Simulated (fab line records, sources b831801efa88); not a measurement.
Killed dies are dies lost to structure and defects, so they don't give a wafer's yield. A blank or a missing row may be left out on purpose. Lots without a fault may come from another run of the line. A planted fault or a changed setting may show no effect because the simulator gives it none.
One fault seen from 2 desks | flow gf180mcu | each desk has only its own numbers; what lay behind them comes last

THE METROLOGY DESK
What the gauges read, lot by lot, whatever tool the lot ran on: means of the sampled wafers that have a number. A lot is out of limits, marked OUT, if its mean lies more than 4 standard deviations from the usual mean; the brackets give that distance.
Columns: A = cd_nm at GF_M5_CD_MEAS_07, usual 280.1 nm; B = M5_OVL at GF_M5_OVL_MEAS_08, usual 2 nm
lot  | first seen here | A     | B
L151 | day 26 14:44    | 280.0 | 6
L156 | day 27 18:47    | 280.1 | 3
L167 | day 31 03:42    | 281.1 | -2
L169 | day 31 18:55    | 282.0 | 4
L170 | day 31 20:58    | 281.3 | 5
L174 | day 32 19:16    | 279.5 | 7
This desk's finding: nothing out of limits on any of the 6 lots.

THE TOOL OWNER'S DESK: rie_diel-03
The tool's own readings at GF_M5_ETCH_09 (etches Si3N4 in CF4/O2, target depth 52 nm, time 11.6 s): means of the sampled wafers that have a number, for each lot that ran on this tool. A lot is out of limits, marked OUT, if its mean lies more than 4 standard deviations from the usual mean; the brackets give that distance.
Columns: A = O2_flow_sccm at GF_M5_ETCH_09, usual 9.998 sccm; B = drypump_motor_current_A at GF_M5_ETCH_09, usual 5.60 A; C = oes_product_au at GF_M5_ETCH_09, usual 0.993 a.u.; D = throttle_valve_pct at GF_M5_ETCH_09, usual 5.968 %
lot  | first seen here | A     | B    | C                | D
L156 | day 27 18:56    | 9.973 | 5.77 | 0.986            | 5.964
L167 | day 31 03:47    | 9.996 | 5.75 | 0.897 (-6.4) OUT | 5.944
L169 | day 31 19:05    | 9.992 | 5.59 | 0.944            | 5.953
This desk's finding: out of limits on L167; first on L167, day 31 03:47 (oes_product_au at GF_M5_ETCH_09). In limits: L156, L169.

PUT TOGETHER
The tool owner's desk could have raised an alarm at day 31 03:47, on L167.
The metrology desk saw nothing out of limits.
The metrology desk has L167 on record, within its limits.
Of the lots named, all ran GF_M5_ETCH_09 on rie_diel-03.

WHAT THE SIMULATOR HAD PUT IN
Process parameter drift: rie_diel-03, from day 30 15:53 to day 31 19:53, at GF_M5_ETCH_09. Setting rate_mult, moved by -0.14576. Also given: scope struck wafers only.
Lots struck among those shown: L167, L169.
Hours from the fault's start to each desk's first reading out of limits: the tool owner's desk, 12.
